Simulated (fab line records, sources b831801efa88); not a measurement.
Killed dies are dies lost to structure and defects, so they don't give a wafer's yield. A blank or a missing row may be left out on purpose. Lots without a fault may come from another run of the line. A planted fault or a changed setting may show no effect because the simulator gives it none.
Chamber matching | flow gf180mcu | GF_CONTACT_CMP_27 on cmp-01: 4 sister chambers
The step polishes, stops on SiO2, t overpolish 15 s, target thk 0 nm. 8 wafers are shown with their chamber, then 10 later ones without.

WAFERS WITH THEIR CHAMBER
wafer  | chamber | motor_current_A (A) | time_to_endpoint_s (s)
L265.4 | 3       | 10.9                | 80
L268.1 | 0       | 9.6                 | 70
L268.5 | 0       | 9.9                 | 68
L269.4 | 3       | 10.8                | 78
L277.3 | 2       | 12.3                | 74
L277.6 | 1       | 13.1                | 70
L278.1 | 1       | 12.5                | 68
L278.4 | 2       | 11.9                | 70

WAFERS WITHOUT THEIR CHAMBER
wafer  | motor_current_A (A) | time_to_endpoint_s (s)
L278.5 | 10.6                | 77
L280.1 | 10.4                | 74
L280.5 | 13.1                | 67
L280.6 | 12.0                | 69
L281.2 | 10.2                | 73
L281.4 | 9.5                 | 67
L281.5 | 12.3                | 72
L282.2 | 10.8                | 82
L282.4 | 9.3                 | 74
L282.5 | 10.0                | 80

WHICH CHAMBER EACH WENT THROUGH
wafer  | from the rows above     | in truth
L278.5 | 3                       | 3
L280.1 | can't be placed: 3 or 0 | 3
L280.5 | 1                       | 1
L280.6 | can't be placed: 2 or 1 | 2
L281.2 | can't be placed: 0 or 3 | 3
L281.4 | 0                       | 0
L281.5 | can't be placed: 2 or 1 | 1
L282.2 | 3                       | 3
L282.4 | 0                       | 0
L282.5 | 3                       | 3
Placed correctly: 6 of 10. Can't be placed from these rows: 4 (the true chamber is among the candidates in 4). Placed wrongly: 0.
How it was worked out, from the rows above alone: a wafer's distance from a chamber is the root of the sum, over the readings, of the square of ((its reading less the chamber's mean) divided by the reading's scatter). The wafer belongs to the nearest chamber; if the next one is less than 2 further off, it can't be placed. A chamber's mean is the mean of its shown wafers. The scatter: the root of (the sum of the squares of (reading less its chamber's mean) over the shown wafers, divided by (wafers less chambers)).
